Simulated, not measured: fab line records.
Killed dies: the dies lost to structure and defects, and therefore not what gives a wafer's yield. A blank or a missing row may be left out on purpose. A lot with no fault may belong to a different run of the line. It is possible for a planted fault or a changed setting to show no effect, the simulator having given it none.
The tool behind it: which one? -- flow gf180mcu -- 7 lots (21 wafers sampled), 1 step of a 602-step route

## WHAT THE GAUGES SHOWED, per wafer
GF_STI_THK_MEAS_02.
lot,measured,on,STI_OXIDATION_THK (nm)
L443,day 1 17:01,film-metro-02,9.95 10.01 10.00
L445,day 2 03:42,film-metro-02,10.21 10.22 10.19
L449,day 2 22:47,film-metro-02,9.97 9.85 9.79
L453,day 3 18:41,film-metro-03,9.81 9.86 9.94
L457,day 4 15:47,film-metro-03,10.09 10.21 10.17
L459,day 5 00:32,film-metro-04,10.03 9.84 9.89
L465,day 6 06:31,film-metro-04,9.87 9.76 9.78

## TOOL THAT RAN EACH LOT (tool first, then ch and the chambers of the sampled wafers, then the start)
The record holds no process step before these readings.

## THE ANSWER, worked out from the rows above alone
Rule: usual is defined by the lots themselves. Put in order of their means at a reading, lots are off if they are a third of the lots or fewer, leave a main group of 4 or more, and stand apart from it by a gap of 3 or more times the standard deviation of the main group's means; of several such gaps the widest counts. A main group whose means are all the same, to the digits that the tables above print for the reading, isn't used. Also off: a lot with no number at a reading for which 4 or more lots have one. Any other lot the step has rows for is counted as sound.
Nothing can be told from this: no lot is off at any reading shown.

## WHAT THE SIMULATOR HAD PUT IN
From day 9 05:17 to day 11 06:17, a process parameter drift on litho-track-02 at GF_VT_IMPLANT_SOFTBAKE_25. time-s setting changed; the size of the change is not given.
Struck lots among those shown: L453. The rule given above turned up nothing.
